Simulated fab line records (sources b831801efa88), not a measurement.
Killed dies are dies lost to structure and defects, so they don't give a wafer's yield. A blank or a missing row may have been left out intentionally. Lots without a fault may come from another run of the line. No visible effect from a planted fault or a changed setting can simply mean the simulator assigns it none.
2 desks, one fault ; flow sfq line ; what lay behind the numbers comes last; until then each desk has only its own

## AT THE METROLOGY DESK
Lot by lot, what the gauges showed, no matter which tool ran the lot: averages of those sampled wafers that carry a number. Marked OUT: a lot whose mean sits more than 4 standard deviations from the usual mean, which makes it out of limits; the brackets give that distance.
Columns: A = I4_OVL at SFQ_I4_OVL_MEAS_928, usual -2 nm; B = JJ_NB_RS at SFQ_JJ_RS_MEAS_929, usual 1.053 ohm/sq; C = I5_OVL at SFQ_I5_OVL_MEAS_936, usual 0 nm
lot;first seen here;A;B;C
L146;day 55 01:49;-5;1.070;-5
L147;day 55 06:37;4;1.045;-2
L150;day 56 23:21;0;1.051;-4
L155;day 59 00:41;-10;1.064;10
L160;day 59 22:16;-1;1.043;5
L162;day 60 09:04;-1;1.056;4
L163;day 60 11:28;1;1.052;1
L165;day 60 14:03;-6;1.047;-7
L166;day 61 18:45;1;1.058;-1
L167;day 61 22:11;0;1.062;9
L168;day 62 00:35;-1;1.060;7
L169;day 62 06:11;-9;1.072;2
This desk's finding: nothing out of limits on any of the 12 lots.

## THE TOOL OWNER'S DESK: cmp-02
The tool's own readings at SFQ_TRILAYER_I3_CMP_CMP_082 (polishes SiO2): means of the sampled wafers that have a number, for each lot that ran on this tool. Marked OUT: a lot whose mean sits more than 4 standard deviations from the usual mean, which makes it out of limits; the brackets give that distance.
Columns: A = motor current A at SFQ_TRILAYER_I3_CMP_CMP_082, usual 10.0 A; B = time to endpoint s at SFQ_TRILAYER_I3_CMP_CMP_082, usual 218 s
lot;first seen here;A;B
L146;day 43 05:00;9.3;226
L147;day 43 11:22;10.2;216
L155;day 47 03:18;10.2;212
L169;day 51 09:48;9.5;222
This desk's finding: nothing out of limits on any of the 4 lots.

## TAKEN TOGETHER
At the metrology desk, nothing out of limits was observed.
Nothing out of limits was seen by the tool owner's desk.

## WHAT THE SIMULATOR PUT IN
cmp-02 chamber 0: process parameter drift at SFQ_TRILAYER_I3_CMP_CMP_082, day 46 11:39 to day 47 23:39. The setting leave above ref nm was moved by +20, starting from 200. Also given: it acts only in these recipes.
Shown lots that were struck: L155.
